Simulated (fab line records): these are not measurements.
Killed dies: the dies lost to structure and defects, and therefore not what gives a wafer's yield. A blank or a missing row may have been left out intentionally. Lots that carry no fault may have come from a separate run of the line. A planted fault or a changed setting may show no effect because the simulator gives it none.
fab line records	flow sky130
record lots=6	wafers=18	last_day=50
route steps=708 shown VT_ADJUST_HVTR@139 VT_ADJUST_PCH@143 SONOS_TUNNEL@154 PAD_OPEN@708
lots untouched by any fault: they come from a run of this same line in which no faults occurred
start_h: start of the lot's first displayed wafer, in hours after the record's first day	wait_h: hours from the lot's prior step to this one	" repeats the value in the row above	L1.1+2: several wafers, shown together as one row	- no value, or no start was given	* or withheld: withheld	< > ~ a bound
route shown NAME@n: NAME is a module with steps in the file, n the number in the route of the first one	usual: mean and standard deviation over wafers with no fault	same: alike in all rows	chamber/n: place in a boat	sites: each site's reading	_std_site: the values' standard deviation	_edge_site: inner sites' mean taken away from outer sites' mean	radius_mm: how far each site lies from the wafer's centre	mask NAME#n: copy n	behind: the last tool/chamber to shape the wafer	hold: reason for holding the lot/hours on hold/outcome of the hold	device: whichever transistor did not switch (one of n, p or np)	end of line: the same wafers' tests at the end of the route	where a step has no rows: the recipe by itself	killed: at the first sort, the dies lost to defects and structure; wafer yield is something else	map: dies across one wafer; x = killed, . = not, _ = none there
set.NAME: the setting the step ran with; set.NAME@STEP: the setting that earlier step ran with	model.NAME: the simulator's own value behind a step, which no gauge read
lots at some steps of the route; a table a step, a row a wafer
services: when a tool's chamber went out of use (start_h, in hours from the record's first day, below 0 if earlier), for how many hours, and the reason
## steps
# step SKY_VT_ADJUST_HVTR_OVL_MEAS_08
# usual VT_ADJUST_HVTR_OVL=-1.0/2
lot.wafer	tool	chamber	start_h	wait_h	VT_ADJUST_HVTR_OVL[nm]
L499.2	overlay-02	-	229.12	0.1	-1.1
L499.3	"	-	"	"	-0.4
L499.4	"	-	"	"	0.9
L500.3	overlay-01	-	235.39	0.1	2.7
L500.4	"	-	"	"	-0.3
L500.5	"	-	"	"	0.1
L503.2	overlay-02	-	252.83	0.1	-2.4
L503.3	"	-	"	"	-2.7
L503.6	"	-	"	"	-2.1
L504.1	overlay-02	-	259.41	0.1	-4.2
L504.4	"	-	"	"	-2.2
L504.5	"	-	"	"	-2.4
L518.1	overlay-02	-	360.46	0.1	4.1
L518.3	"	-	"	"	1.9
L518.6	"	-	"	"	2.8
L519.4	overlay-01	-	365.58	0.1	1.7
L519.5	"	-	"	"	0.8
L519.6	"	-	"	"	1.4
# step SKY_VT_ADJUST_HVTR_IMPLANT_09
# recipe species=B	energy_kev=10	dose_cm2=2.1e+12	tilt_deg=withheld
# step SKY_VT_ADJUST_HVTR_STRIP_10
# recipe chemistry=O2/N2	power_w=1400	pressure_mtorr=1500	platen_temp_c=withheld	o2_flow_sccm=3000	n2_flow_sccm=300	overash_fraction=0.5
# usual drypump_motor_current_A=5.9/0.45	oes_product_au=0.716/0.0044	strip_time_to_endpoint_s=14.19/0.041
lot.wafer	tool	chamber	start_h	wait_h	drypump_motor_current_A	oes_product_au	rf_hours_counter_h	strip_time_to_endpoint_s
L499.2	plasma_asher-03	1	229.30	0.1	5.7	0.712	52	14.22
L499.3	"	0	"	"	5.3	0.718	-	14.24
L499.4	"	1	"	"	5.7	0.722	-	14.19
L500.3	plasma_asher-01	1	235.60	0.1	5.4	0.716	-	14.14
L500.4	"	0	"	"	5.5	0.718	-	14.17
L500.5	"	0	"	"	5.5	0.723	-	14.24
L503.2	plasma_asher-01	1	253.01	0.1	5.4	0.717	13	14.17
L503.3	"	1	"	"	5.4	0.711	-	14.15
L503.6	"	0	"	"	5.5	0.710	-	14.13
L504.1	plasma_asher-02	1	259.60	0.1	6.5	0.717	57	14.20
L504.4	"	0	"	"	6.3	0.716	-	14.20
L504.5	"	0	"	"	6.3	0.714	-	14.17
L518.1	plasma_asher-03	0	360.65	0.1	5.3	0.710	65	14.16
L518.3	"	0	"	"	5.3	0.721	-	14.15
L518.6	"	0	"	"	5.3	0.714	-	14.20
L519.4	plasma_asher-02	1	365.78	0.1	6.4	0.713	-	14.14
L519.5	"	1	"	"	6.4	0.719	-	14.17
L519.6	"	0	"	"	6.3	0.715	-	14.11
# step SKY_VT_ADJUST_HVTR_TW_MEAS_11
# usual VT_ADJUST_HVTR_TW=211.7/1.3
lot.wafer	tool	chamber	start_h	wait_h	VT_ADJUST_HVTR_TW
L499.2	film_metro-03	-	229.41	0.1	211.9
L499.3	"	-	"	"	212.3
L499.4	"	-	"	"	212.7
L500.3	film_metro-03	-	235.68	0.1	211.5
L500.4	"	-	"	"	210.7
L500.5	"	-	"	"	212.0
L503.2	film_metro-04	-	253.12	0.1	213.6
L503.3	"	-	"	"	213.1
L503.6	"	-	"	"	212.5
L504.1	film_metro-03	-	259.70	0.1	210.9
L504.4	"	-	"	"	208.9
L504.5	"	-	"	"	210.8
L518.1	film_metro-03	-	360.75	0.1	211.2
L518.3	"	-	"	"	209.9
L518.6	"	-	"	"	211.1
L519.4	film_metro-03	-	365.88	0.1	211.7
L519.5	"	-	"	"	211.3
L519.6	"	-	"	"	211.2
# step SKY_VT_ADJUST_PCH_DEHYDRATE_00
# recipe temp_c=200	time_s=60
# step SKY_VT_ADJUST_PCH_HMDS_01
# recipe prime_time_s=60	prime_temp_c=120
# step SKY_VT_ADJUST_PCH_COAT_02
# recipe spin_rpm=2000	resist_thk_nm=3000
# step SKY_VT_ADJUST_PCH_SOFTBAKE_03
# recipe temp_c=110	time_s=withheld
# step SKY_VT_ADJUST_PCH_EXPOSE_04
# recipe mask_id=NWM	na=0.6	source_shape=conventional	sigma_outer=0.6	polarization=unpolarized	target_cd_nm=840	dose_mj=255
# step SKY_VT_ADJUST_PCH_PEB_05
# recipe temp_c=115	time_s=withheld
# step SKY_VT_ADJUST_PCH_DEVELOP_06
# recipe wall_angle_deg=90	developer=TMAH	develop_time_s=60	dev_temp_c=23
# step SKY_VT_ADJUST_PCH_OVL_MEAS_07
# usual VT_ADJUST_PCH_OVL=-0.2/1.5
lot.wafer	tool	chamber	start_h	wait_h	VT_ADJUST_PCH_OVL[nm]
L499.2	overlay-01	-	252.20	-	-0.3
L499.3	"	-	"	"	2.1
L499.4	"	-	"	"	0.5
L500.3	overlay-01	-	259.04	-	-2.1
L500.4	"	-	"	"	-0.5
L500.5	"	-	"	"	-1.5
L503.2	overlay-02	-	277.15	-	1.8
L503.3	"	-	"	"	-0.3
L503.6	"	-	"	"	1.0
L504.1	overlay-01	-	283.75	-	-0.7
L504.4	"	-	"	"	-0.4
L504.5	"	-	"	"	-0.7
L518.1	overlay-02	-	389.15	-	-1.6
L518.3	"	-	"	"	0.4
L518.6	"	-	"	"	0.5
L519.4	overlay-02	-	393.72	-	-0.9
L519.5	"	-	"	"	-2.7
L519.6	"	-	"	"	-2.1
# step SKY_VT_ADJUST_PCH_IMPLANT_08
# recipe species=B	energy_kev=10	dose_cm2=5e+11	tilt_deg=withheld
# usual dose_ions_cm2=4.999e+11/5.3e+08	faraday_current_uA=2.81/0.054
# same implant_ion_amu=11
lot.wafer	tool	chamber	start_h	wait_h	dose_ions_cm2	faraday_current_uA
L499.2	implanter-01	0	252.26	0.0	4.997e+11	2.77
L499.3	"	0	"	"	5.006e+11	2.75
L499.4	"	0	"	"	4.996e+11	2.83
L500.3	implanter-03	0	259.12	0.1	4.995e+11	2.89
L500.4	"	0	"	"	5.003e+11	2.86
L500.5	"	0	"	"	4.995e+11	2.76
L503.2	implanter-03	0	277.21	0.0	5.07e+10	0.29
L503.3	"	0	"	"	4.95e+10	0.28
L503.6	"	0	"	"	4.96e+10	0.28
L504.1	implanter-03	0	283.78	0.0	4.98e+10	0.28
L504.4	"	0	"	"	4.95e+10	0.27
L504.5	"	0	"	"	4.92e+10	0.28
L518.1	implanter-02	0	389.18	0.0	5e+11	2.77
L518.3	"	0	"	"	5.006e+11	2.78
L518.6	"	0	"	"	4.995e+11	2.76
L519.4	implanter-01	0	393.81	0.1	5.004e+11	2.75
L519.5	"	0	"	"	4.994e+11	2.82
L519.6	"	0	"	"	4.995e+11	2.77
# step SKY_VT_ADJUST_PCH_STRIP_09
# recipe chemistry=O2/N2	power_w=1400	pressure_mtorr=1500	platen_temp_c=withheld	o2_flow_sccm=3000	n2_flow_sccm=300	overash_fraction=0.5
# usual drypump_motor_current_A=5.46/0.19	oes_product_au=0.723/0.0043	strip_time_to_endpoint_s=36.94/0.087
lot.wafer	tool	chamber	start_h	wait_h	drypump_motor_current_A	oes_product_au	rf_hours_counter_h	strip_time_to_endpoint_s
L499.2	plasma_asher-01	0	252.38	0.1	5.53	0.725	13	37.12
L499.3	"	0	"	"	5.52	0.725	-	37.08
L499.4	"	1	"	"	5.44	0.721	-	37.15
L500.3	plasma_asher-01	1	259.25	0.1	5.43	0.721	-	36.98
L500.4	"	0	"	"	5.52	0.720	-	37.06
L500.5	"	0	"	"	5.52	0.722	-	36.96
L503.2	plasma_asher-01	0	277.33	0.1	5.51	0.722	16	37.02
L503.3	"	0	"	"	5.52	0.730	-	37.08
L503.6	"	1	"	"	5.47	0.719	-	36.95
L504.1	plasma_asher-01	1	283.93	0.1	5.45	0.723	17	36.95
L504.4	"	1	"	"	5.46	0.719	-	37.02
L504.5	"	0	"	"	5.52	0.728	-	36.99
L518.1	plasma_asher-04	1	389.33	0.1	5.69	0.720	56	36.75
L518.3	"	1	"	"	5.68	0.722	-	36.90
L518.6	"	0	"	"	5.11	0.722	-	36.91
L519.4	plasma_asher-01	0	393.92	0.1	5.52	0.726	-	37.02
L519.5	"	1	"	"	5.43	0.725	-	36.82
L519.6	"	0	"	"	5.52	0.726	-	36.94
# step SKY_VT_ADJUST_PCH_TW_MEAS_10
# usual VT_ADJUST_PCH_TW=143.2/0.74
lot.wafer	tool	chamber	start_h	wait_h	VT_ADJUST_PCH_TW
L499.2	film_metro-02	-	252.49	0.1	142.7
L499.3	"	-	"	"	142.7
L499.4	"	-	"	"	142.7
L500.3	film_metro-02	-	259.34	0.1	142.7
L500.4	"	-	"	"	142.5
L500.5	"	-	"	"	143.0
L503.2	film_metro-02	-	277.44	0.1	83.2
L503.3	"	-	"	"	83.7
L503.6	"	-	"	"	82.5
L504.1	film_metro-04	-	284.03	0.1	83.2
L504.4	"	-	"	"	83.0
L504.5	"	-	"	"	84.0
L518.1	film_metro-02	-	389.43	0.1	145.0
L518.3	"	-	"	"	144.0
L518.6	"	-	"	"	144.8
L519.4	film_metro-04	-	394.01	0.1	142.8
L519.5	"	-	"	"	143.8
L519.6	"	-	"	"	142.8
# step SKY_SONOS_TUNNEL_DEHYDRATE_00
# recipe temp_c=200	time_s=60
# step SKY_PAD_OPEN_PROBE_99
# usual killed_at_M0_to_M3=45/6.9	killed_at_M4_up=3.1/1.7	killed_at_contacts=24/5.7	killed_at_front_end=15/4.6	killed_at_other=0.3/0.57	killed_dies=87/10	killed_on_rim=17/3.9	killed_open=48/7.4	killed_short=39/6.7
# same gross_dies=492	killed_at_back_side=0
lot.wafer	tool	chamber	start_h	wait_h	killed_at_M0_to_M3	killed_at_M4_up	killed_at_contacts	killed_at_front_end	killed_at_other	killed_dies	killed_on_rim	killed_open	killed_short	model.etest.nfet_16v.r_on_ohm_um	model.etest.pfet_g5v0d10v5.r_on_ohm_um	model.etest.tip_p.rs_ohm_sq	model.etest.tip_p_5v.rs_ohm_sq	model.etest.pfet_g5v0d10v5.drive_ua_um	model.etest.pfet_01v8_lvt.drive_ua_um	model.etest.pfet_16v.drive_ua_um	model.etest.pfet_01v8_mvt.drive_ua_um
L499.2	prober-02	-	1100.46	0.1	53	5	25	17	0	100	18	49	51	1.417e+04	4749	6866	2863	343.8	178.7	254.9	158.1
L499.3	prober-02	-	1100.51	0.2	39	5	22	13	1	80	16	41	39	1.414e+04	4671	6828	2841	345.4	179.3	252.6	155.9
L499.4	prober-02	-	1100.56	0.2	54	6	16	10	0	86	10	44	42	1.412e+04	4765	6865	2844	345.3	178.9	252.8	156.3
L500.3	prober-01	-	1105.00	0.2	52	2	25	9	0	88	16	47	41	1.39e+04	4740	6815	2860	345.2	174.8	245.4	158.7
L500.4	prober-01	-	1105.05	0.2	43	3	25	13	0	84	20	51	33	1.394e+04	4761	6892	2861	338.9	174.8	247.8	155.7
L500.5	prober-01	-	1105.10	0.2	50	5	34	15	0	104	20	65	39	1.4e+04	4700	6828	2887	344.5	178	244.5	160.4
L503.2	prober-01	-	1118.82	0.1	52	3	15	12	0	82	16	40	42	1.327e+04	4968	7021	2902	323.7	159.9	238.2	140.5
L503.3	prober-01	-	1118.87	0.2	37	1	19	8	0	65	7	38	27	1.319e+04	4994	6996	2924	321.4	159.1	236.9	139.7
L503.6	prober-01	-	1119.02	0.2	46	2	24	11	0	83	19	43	40	1.343e+04	5124	6916	2898	314.4	157.7	236.8	137.7
L504.1	prober-02	-	1120.71	0.1	34	3	22	26	0	85	18	36	49	1.357e+04	5073	6952	2939	316.2	160.2	229.3	142.4
L504.4	prober-02	-	1120.86	0.2	42	2	14	19	0	77	16	47	30	1.361e+04	5045	6998	2906	318.6	159.8	230.8	143.6
L504.5	prober-02	-	1120.91	0.2	45	3	26	24	0	98	17	53	45	1.37e+04	5078	6990	2947	313.9	158.7	228.8	140.4
L518.1	prober-02	-	1196.02	0.1	50	3	24	10	0	87	17	49	38	1.458e+04	4810	6872	2863	338.5	176.2	249	150.3
L518.3	prober-02	-	1196.12	0.2	49	3	23	17	0	92	22	57	34	1.456e+04	4730	6844	2860	338.2	180.8	249.7	153.1
L518.6	prober-02	-	1196.27	0.2	52	3	8	17	0	80	15	38	42	1.447e+04	4734	6829	2839	343.2	174.8	249.9	150.6
L519.4	prober-01	-	1197.72	0.2	36	3	26	10	0	75	13	35	40	1.411e+04	4807	6877	2859	336.7	174.3	251	151.5
L519.5	prober-01	-	1197.77	0.2	43	4	28	6	0	81	20	45	36	1.403e+04	4763	6896	2840	339.9	173	250.2	149.3
L519.6	prober-01	-	1197.82	0.2	54	5	19	22	0	100	10	58	42	1.411e+04	4761	6862	2871	341	174.7	248.4	152
# killed by level:class
L499.2 VIA1:geometric_particle:open=12 CONTACT:geometric_particle:short=11 METAL1:geometric_particle:short=8 CONTACT:geometric_particle:open=6 VIA2:geometric_particle:open=6 VIA1:geometric_particle:short=5 VIA3:geometric_particle:short=5 FIELD_ISO:geometric_particle:open=4
L499.3 CONTACT:geometric_particle:open=10 VIA3:geometric_particle:open=8 LI_CONTACT:geometric_particle:open=6 METAL1:geometric_particle:short=6 VIA1:geometric_particle:short=6 FIELD_ISO:geometric_particle:short=5 METAL4:geometric_particle:short=5 VIA2:geometric_particle:open=4
L499.4 METAL2:geometric_particle:short=11 VIA1:geometric_particle:short=9 VIA1:geometric_particle:open=9 CONTACT:geometric_particle:open=8 VIA3:geometric_particle:open=7 METAL1:geometric_particle:short=5 LI_CONTACT:geometric_particle:open=5 VIA3:geometric_particle:short=4
L500.3 VIA1:geometric_particle:open=13 LI_CONTACT:geometric_particle:open=9 CONTACT:geometric_particle:open=9 METAL1:geometric_particle:short=8 VIA1:geometric_particle:short=8 METAL2:geometric_particle:short=7 VIA3:geometric_particle:open=5 FIELD_ISO:geometric_particle:short=3
L500.4 CONTACT:geometric_particle:open=11 VIA2:geometric_particle:open=9 VIA1:geometric_particle:open=7 LI_CONTACT:geometric_particle:open=6 CONTACT:geometric_particle:short=5 POLY_GATE:geometric_particle:open=5 VIA1:geometric_particle:short=5 VIA3:geometric_particle:short=5
L500.5 CONTACT:geometric_particle:open=17 VIA1:geometric_particle:open=16 VIA2:geometric_particle:open=9 LI_CONTACT:geometric_particle:open=8 VIA1:geometric_particle:short=8 POLY_GATE:geometric_particle:open=5 METAL2:geometric_particle:short=5 METAL1:geometric_particle:short=4
L503.2 VIA1:geometric_particle:open=19 METAL2:geometric_particle:short=7 CONTACT:geometric_particle:short=6 METAL1:geometric_particle:short=5 VIA2:geometric_particle:open=5 VIA3:geometric_particle:open=4 VIA1:geometric_particle:short=3 POLY_GATE:geometric_particle:short=3
L503.3 CONTACT:geometric_particle:open=9 VIA2:geometric_particle:open=8 LI_CONTACT:geometric_particle:open=6 VIA1:geometric_particle:open=6 METAL2:geometric_particle:short=6 METAL1:geometric_particle:short=5 METAL3:geometric_particle:short=4 POLY_GATE:geometric_particle:short=3
L503.6 CONTACT:geometric_particle:open=12 VIA1:geometric_particle:short=9 VIA1:geometric_particle:open=9 METAL2:geometric_particle:short=7 METAL1:geometric_particle:short=6 VIA2:geometric_particle:open=6 VIA3:geometric_particle:open=6 CONTACT:geometric_particle:short=5
L504.1 POLY_GATE:geometric_particle:open=8 FIELD_ISO:geometric_particle:short=7 CONTACT:geometric_particle:open=6 METAL2:geometric_particle:short=6 FIELD_ISO:geometric_particle:open=5 POLY_GATE:geometric_particle:short=5 LI_CONTACT:geometric_particle:open=5 METAL1:geometric_particle:short=5
L504.4 VIA1:geometric_particle:open=11 VIA3:geometric_particle:open=9 FIELD_ISO:geometric_particle:open=7 VIA2:geometric_particle:open=7 LOCAL_INTERCONNECT:geometric_particle:short=7 POLY_GATE:geometric_particle:open=4 FIELD_ISO:geometric_particle:short=3 CONTACT:geometric_particle:open=3
L504.5 VIA1:geometric_particle:open=10 CONTACT:geometric_particle:open=9 VIA3:geometric_particle:open=8 METAL1:geometric_particle:short=8 POLY_GATE:geometric_particle:open=7 VIA1:geometric_particle:short=7 CONTACT:geometric_particle:short=6 VIA2:geometric_particle:open=5
L518.1 LI_CONTACT:geometric_particle:open=10 METAL2:geometric_particle:short=10 VIA3:geometric_particle:open=8 CONTACT:geometric_particle:open=7 VIA1:geometric_particle:open=7 METAL1:geometric_particle:short=6 VIA2:geometric_particle:open=6 VIA1:geometric_particle:short=5
L518.3 VIA1:geometric_particle:open=13 VIA2:geometric_particle:open=10 LI_CONTACT:geometric_particle:open=8 CONTACT:geometric_particle:open=8 FIELD_ISO:geometric_particle:open=7 VIA3:geometric_particle:open=6 METAL1:geometric_particle:short=5 POLY_GATE:geometric_particle:short=4
L518.6 VIA1:geometric_particle:open=13 METAL2:geometric_particle:short=7 SPACER:geometric_particle:short=6 VIA3:geometric_particle:open=6 METAL1:geometric_particle:short=5 VIA3:geometric_particle:short=4 METAL3:geometric_particle:short=4 POLY_GATE:geometric_particle:short=3
L519.4 CONTACT:geometric_particle:open=8 LI_CONTACT:geometric_particle:open=6 CONTACT:geometric_particle:short=6 VIA1:geometric_particle:short=6 VIA2:geometric_particle:open=6 FIELD_ISO:geometric_particle:short=5 METAL2:geometric_particle:short=5 LI_CONTACT:geometric_particle:short=4
L519.5 VIA3:geometric_particle:open=10 VIA1:geometric_particle:open=9 CONTACT:geometric_particle:open=8 METAL2:geometric_particle:short=7 LI_CONTACT:geometric_particle:open=6 CONTACT:geometric_particle:short=6 LI_CONTACT:geometric_particle:short=5 FIELD_ISO:geometric_particle:open=4
L519.6 VIA1:geometric_particle:open=11 VIA3:geometric_particle:open=10 POLY_GATE:geometric_particle:open=9 METAL2:geometric_particle:short=8 VIA2:geometric_particle:open=7 CONTACT:geometric_particle:open=6 VIA2:geometric_particle:short=6 LOCAL_INTERCONNECT:geometric_particle:short=5
## services
tool	chamber	start_h	hours	kind
implanter-03	-	219.86	2.3	repair
implanter-03	-	226.80	3.2	pm
plasma_asher-02	-	234.23	2.8	pm
plasma_asher-04	-	272.96	14.6	pm
plasma_asher-02	-	277.22	1.8	repair
plasma_asher-03	-	316.40	4.0	repair
implanter-03	-	331.57	2.6	repair
plasma_asher-03	-	342.75	1.3	repair
implanter-01	-	343.38	2.8	pm
implanter-01	-	347.49	18.3	repair
plasma_asher-01	-	349.76	0.4	repair
implanter-02	-	352.18	2.1	repair
implanter-02	-	356.47	0.7	repair
implanter-01	-	368.87	4.9	pm
plasma_asher-04	-	393.46	4.5	repair
## key
first_sign step=SKY_VT_ADJUST_PCH_IMPLANT_08	reading=dose_ions_cm2	direction=down	sigmas=99+	usual=*	struck=*
effect step=SKY_VT_ADJUST_PCH_IMPLANT_08	reading=faraday_current_uA	direction=down	sigmas=47	usual=2.81	struck=0.28
effect step=SKY_VT_ADJUST_PCH_TW_MEAS_10	reading=VT_ADJUST_PCH_TW	direction=down	sigmas=81	usual=143.2	struck=83.3
model_effect step=SKY_PAD_OPEN_PROBE_99	value=etest.nfet_16v.r_on_ohm_um	without=1.397e+04	struck=1.346e+04
met_at SKY_VT_ADJUST_PCH_IMPLANT_08
struck_wafers L503.2,L503.3,L503.6,L504.1,L504.4,L504.5
tester_left_out L503,L504
onset_between 259.12 277.21
fault kind=process_parameter_drift	tool=implanter-03	chamber=-	onset_h=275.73	steps=SKY_VT_ADJUST_PCH_IMPLANT_08	channel=dose_cm2	offset=*	shape=step	end_h=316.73	acts_in=*	stated=*
# tester_left_out: of these lots the tester's yield and bins aren't shown, on N5 and GAA mostly nor the transistor test; their killed dies are dies lost to structure and defects alone, not to doping, threshold or leakage, so they don't give the yield
